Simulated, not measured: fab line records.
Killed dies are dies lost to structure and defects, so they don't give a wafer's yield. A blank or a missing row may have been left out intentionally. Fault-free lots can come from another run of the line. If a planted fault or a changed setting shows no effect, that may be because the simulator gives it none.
Chamber matching | flow sky130 | SKY_POLY_GATE_ETCH_16 on rie diel-01 has 4 sister chambers
The step etches Si3N4 in CH3F/O2, stops on poly-Si, time 147.5 s, target depth 75 nm. 24 wafers are shown with their chamber, then 12 later ones without.

## EACH WAFER AND ITS CHAMBER
wafer  | chamber | drypump motor current A (A) | throttle valve pct (%) | oes product au (a.u.)
L077.1 | 2       | 6.1                         | 10.540                 | 0.641
L077.2 | 0       | 5.7                         | 10.530                 | 0.645
L077.5 | 1       | 5.5                         | 10.555                 | 0.645
L079.1 | 1       | 5.5                         | 10.525                 | 0.646
L079.2 | 0       | 5.8                         | 10.546                 | 0.644
L079.6 | 0       | 5.8                         | 10.527                 | 0.638
L081.2 | 0       | 5.8                         | 10.533                 | 0.638
L081.3 | 3       | 5.4                         | 10.536                 | 0.642
L081.4 | 2       | 6.1                         | 10.535                 | 0.648
L082.1 | 2       | 6.1                         | 10.518                 | 0.645
L082.2 | 3       | 5.5                         | 10.539                 | 0.636
L082.5 | 3       | 5.4                         | 10.531                 | 0.641
L083.1 | 2       | 6.1                         | 10.538                 | 0.636
L083.4 | 0       | 5.7                         | 10.531                 | 0.632
L083.6 | 3       | 5.5                         | 10.538                 | 0.642
L085.2 | 0       | 5.8                         | 10.530                 | 0.639
L085.4 | 2       | 6.2                         | 10.527                 | 0.641
L085.5 | 0       | 5.7                         | 10.543                 | 0.640
L084.2 | 3       | 5.4                         | 10.535                 | 0.637
L084.4 | 0       | 5.8                         | 10.541                 | 0.636
L084.5 | 0       | 5.8                         | 10.531                 | 0.640
L087.1 | 1       | 5.5                         | 10.541                 | 0.638
L087.2 | 0       | 5.8                         | 10.542                 | 0.640
L087.5 | 3       | 5.4                         | 10.534                 | 0.648

SIGNATURES (means of the wafers above)
reading                 | chamber 0 | chamber 1 | chamber 2 | chamber 3 | scatter within a chamber
drypump motor current A | 5.770     | 5.500     | 6.120     | 5.433     | 0.046
throttle valve pct      | 10.53540  | 10.54033  | 10.53160  | 10.53550  | 0.00787
oes product au          | 0.63920   | 0.64300   | 0.64220   | 0.64100   | 0.0041
Rule: distance of a wafer from a chamber = root of the sum over the readings of ((wafer's reading minus chamber's mean) / reading's scatter) squared. The wafer belongs to the nearest chamber; if the next one is less than 2 further off, it can't be placed. The scatter is the square root of a quotient: the sum, over the shown wafers, of each reading's squared deviation from its chamber's mean, divided by wafers minus chambers.

## WAFERS WHOSE CHAMBER IS MISSING
wafer  | drypump motor current A (A) | throttle valve pct (%) | oes product au (a.u.)
L088.1 | 6.1                         | 10.540                 | 0.637
L088.3 | 5.5                         | 10.532                 | 0.638
L088.6 | 5.4                         | 10.528                 | 0.634
L092.1 | 5.5                         | 10.537                 | 0.631
L092.5 | 5.7                         | 10.544                 | 0.641
L092.6 | 5.5                         | 10.529                 | 0.642
L094.1 | 5.5                         | 10.541                 | 0.638
L094.2 | 5.7                         | 10.539                 | 0.634
L094.6 | 6.1                         | 10.534                 | 0.647
L096.1 | 5.5                         | 10.537                 | 0.630
L096.2 | 6.2                         | 10.525                 | 0.636
L096.5 | 6.2                         | 10.535                 | 0.643

## WHICH CHAMBER EACH ONE RAN IN
wafer  | from the rows above     | in truth
L088.1 | 2                       | 2
L088.3 | can't be placed: 1 or 3 | 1
L088.6 | can't be placed: 3 or 1 | 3
L092.1 | can't be placed: 3 or 1 | 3
L092.5 | 0                       | 0
L092.6 | can't be placed: 1 or 3 | 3
L094.1 | can't be placed: 1 or 3 | 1
L094.2 | 0                       | 0
L094.6 | 2                       | 2
L096.1 | can't be placed: 3 or 1 | 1
L096.2 | 2                       | 2
L096.5 | 2                       | 2
Correct placement for 6 of the 12. From these rows, 6 cannot be placed; in 6 the true chamber is one of the candidates. Placed wrongly: 0.
